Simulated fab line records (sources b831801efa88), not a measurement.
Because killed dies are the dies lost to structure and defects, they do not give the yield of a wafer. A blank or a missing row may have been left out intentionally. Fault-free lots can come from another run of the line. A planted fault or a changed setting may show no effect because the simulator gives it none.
2 desks looking at one fault ; flow gf180mcu ; each desk holds nothing but its own numbers, with what lay behind them at the end

AT THE TOOL OWNER'S DESK: pecvd-03
The tool's own readings at GF_PASSIVATION_CVD_00 (deposits SiO2 from TEOS, target thk 1000 nm, time 111.95 s): means of the sampled wafers that have a number, for each lot that ran on this tool. The brackets show how far a lot's mean lies from the usual mean; more than 4 standard deviations puts the lot out of limits, marked OUT.
Columns: A = heater power w at GF_PASSIVATION_CVD_00, usual 681 W; B = rf fwd power W at GF_PASSIVATION_CVD_00, usual 596.5 W
lot;first seen here;A;B
L837;day 29 16:39;645;598.2
L840;day 30 19:45;697;596.7
L847;day 32 13:44;546;836.1 (+99 or more) OUT
L851;day 33 17:49;525;835.4 (+99 or more) OUT
This desk finds L847, L851 out of limits, L847 being first, at day 32 13:44 (rf fwd power W at GF_PASSIVATION_CVD_00). Within limits: L837, L840.

FROM THE METROLOGY DESK
What the gauges read, lot by lot, whatever tool the lot ran on: means of the sampled wafers that have a number. The brackets show how far a lot's mean lies from the usual mean; more than 4 standard deviations puts the lot out of limits, marked OUT.
Columns: A = M5_OVL at GF_M5_OVL_MEAS_08, usual 3 nm; B = PASSIVATION_CVD_00_THK at GF_PASSIVATION_THK_MEAS_01, usual 1000 nm
lot;first seen here;A;B
L833;day 26 16:24;0;994
L834;day 26 21:53;-1;1007
L836;day 27 17:38;-3;999
L837;day 27 21:54;2;1008
L838;day 28 17:24;3;1003
L839;day 28 21:37;-1;1006
L840;day 29 03:05;5;984
L841;day 29 05:58;0;997
L847;day 30 22:16;5;1101 (+8.4) OUT
L851;day 32 06:12;13;1115 (+9.6) OUT
L853;day 32 08:07;3;1013
L855;day 32 18:23;4;1006
L856;day 33 00:56;4;990
This desk's finding: out of limits on L847, L851; first on L847, day 32 13:48 (PASSIVATION_CVD_00_THK at GF_PASSIVATION_THK_MEAS_01). Within limits: L833, L834, L836, L837, L838, L839, L840, L841, L853, L855, L856.

TAKEN TOGETHER
At day 32 13:44, on L847, L851, the tool owner's desk was in a position to raise an alarm.
L847, L851 would have let the metrology desk raise an alarm at day 32 13:48.
The lots listed all ran GF_PASSIVATION_CVD_00 on pecvd-03.

WHAT THE SIMULATOR HAD INSERTED
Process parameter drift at GF_PASSIVATION_CVD_00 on pecvd-03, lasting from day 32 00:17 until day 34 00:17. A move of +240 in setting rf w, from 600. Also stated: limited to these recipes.
Lots struck among those shown: L847, L851.
Fault start to first reading out of limits, in hours, per desk: tool owner, 13; metrology, 14.
